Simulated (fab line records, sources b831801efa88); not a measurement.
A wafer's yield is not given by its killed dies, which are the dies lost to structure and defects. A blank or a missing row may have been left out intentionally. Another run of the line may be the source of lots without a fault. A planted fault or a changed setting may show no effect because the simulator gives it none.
A lot that was struck, set against a sound lot -- flow sky130 -- 16 out of 708 route steps
Sound: these wafers, L286.1, L286.2, L286.3. The struck wafers were L303.1, L303.2, L303.5. At the end, the cause is stated.
Each step with rows lists, per side, the tool, then ch with its chambers, then its first start. Under that, the readings that differ: sound wafers -- struck wafers -- difference of the means -- sigmas: that difference in standard deviations of wafers without a fault.
alike: readings with means less than 2 such deviations apart, plus words and numbers identical on both sides. not compared: withheld readings, readings lacking a value on some wafer, bounds such as >300 that could conceal the same value, and numbers that have no deviation in the record and whose values overlap.
A row with sigmas, a row that says differs or no value, or rows on one side alone: a step with any of these is where the two part. Non-overlapping numbers with no deviation appear without sigmas and do not part them. Lack of a reading on every wafer of one side parts them only where that side has two or more wafers.

first, 5 steps without rows for these wafers: SKY_SONOS_TUNNEL_COAT_02 (resist thk 1140 nm); SKY_SONOS_TUNNEL_SOFTBAKE_03 (time 60 s); SKY_SONOS_TUNNEL_EXPOSE_04 (exposes mask TUNM, target cd 410 nm); SKY_SONOS_TUNNEL_PEB_05; SKY_SONOS_TUNNEL_DEVELOP_06 (develop time 60 s).
SKY_SONOS_TUNNEL_CD_MEAS_07 targets a cd of 410 nm.
  struck on cd sem-01, day 18 00:16; sound on cd sem-02, day 12 05:22
  alike: cd nm
SKY_SONOS_TUNNEL_OVL_MEAS_08:
  struck on overlay-01, day 18 00:23; sound on overlay-01, day 12 05:29
reading,sound,struck,difference,sigmas
SONOS_TUNNEL_OVL (nm),3.9 2.5 0.5,-2.8 -2.7 -2.2,-4.9,-3
then, 3 steps without rows for these wafers: SKY_SONOS_TUNNEL_IMPLANT_09; SKY_SONOS_TUNNEL_WET_ETCH_10 (etches SiO2 in dHF, target depth 14 nm, time 280 s); SKY_SONOS_TUNNEL_STRIP_11 (strips in SPM, time 600 s).
SKY_SONOS_TUNNEL_TW_MEAS_12:
  struck on film metro-04, day 18 00:52; sound on film metro-01, day 12 05:55
  alike: SONOS_TUNNEL_TW
then, 1 step without rows for these wafers: SKY_SONOS_TUNNEL_CLEAN_13 (cleans in dHF, time 20 s).
SKY_SONOS_ONO_OXIDATION_00: stabilise 600 s, purge 300 s, target thk 2.6 nm.
  sound on furnace-01 ch 0, day 12 07:48; struck on furnace-02 ch 0, day 18 00:56
reading,sound,struck,difference,sigmas
spike tc bottom C (C),821.4 820.9 819.7,830.2 826.8 827.3,+7.4,+5
spike tc centre C (C),798.3 800.1 801.2,805.1 805.2 804.1,+4.9,+5
spike tc lower C (C),801.0 801.9 801.4,804.2 806.3 805.5,+3.9,+3
spike tc top C (C),815.2 814.1 814.7,824.5 826.1 823.6,+10.1,+4
spike tc upper C (C),797.0 800.8 800.5,807.0 805.5 807.7,+7.3,+5
tube center temp C (C),799.98 799.95 800.03,805.08 804.98 805.04,+5.05,+70
tube_center_temp_C_max,802.2 802.2 802.9,807.2 807.3 806.9,+4.7,+13
zone power upper pct (%),13.3 13.4 13.3,14.0 14.3 14.3,+0.9,+2
model.SiO2_of_SONOS_ONO_OXIDATION_00.thk nm (nm),2.622 2.578 2.638,2.774 2.803 2.807,+0.182,
SKY_SONOS_ONO_THK_MEAS_01:
  struck on film metro-03, day 18 02:17; sound on film metro-01, day 12 09:08
reading,sound,struck,difference,sigmas
SONOS_ONO_OXIDATION_THK (nm),2.62 2.57 2.59,2.76 2.84 2.76,+0.19,+3
then, 1 step without rows for these wafers: SKY_SONOS_ONO_CVD_02 (deposits Si3N4 from DCS/NH3, target thk 10.5 nm, time 180 s).
-- record jumps: 32 days separate the struck wafers' starts on either side; left off in module SONOS_ONO, taken up again in module PAD_OPEN, whose first shown step is the route's number 708 --
SKY_PAD_OPEN_PROBE_99:
  struck on prober-01, day 50 09:23; sound on prober-02, day 46 08:35
reading,sound,struck,difference,sigmas
model.etest.sonos erased.vt v (V),-2.299 -2.241 -2.29,-2.131 -2.023 -2.064,+0.204,
model.etest.sonos baked.vt less v (V),-0.4963 -0.5695 -0.4618,-0.3959 -0.3806 -0.4186,+0.1108,
  alike: killed_at_M0_to_M3, killed_at_M4_up, killed at contacts, killed at front end, killed at other, killed dies, killed on rim, killed open, killed short

== WHERE THEY PART ==
At SKY_SONOS_TUNNEL_OVL_MEAS_08 first; at SKY_SONOS_ONO_THK_MEAS_01 last (within this record only). Later steps at which nothing parts them and some readings are alike: SKY_PAD_OPEN_PROBE_99.

WHY: whatever the simulator had introduced
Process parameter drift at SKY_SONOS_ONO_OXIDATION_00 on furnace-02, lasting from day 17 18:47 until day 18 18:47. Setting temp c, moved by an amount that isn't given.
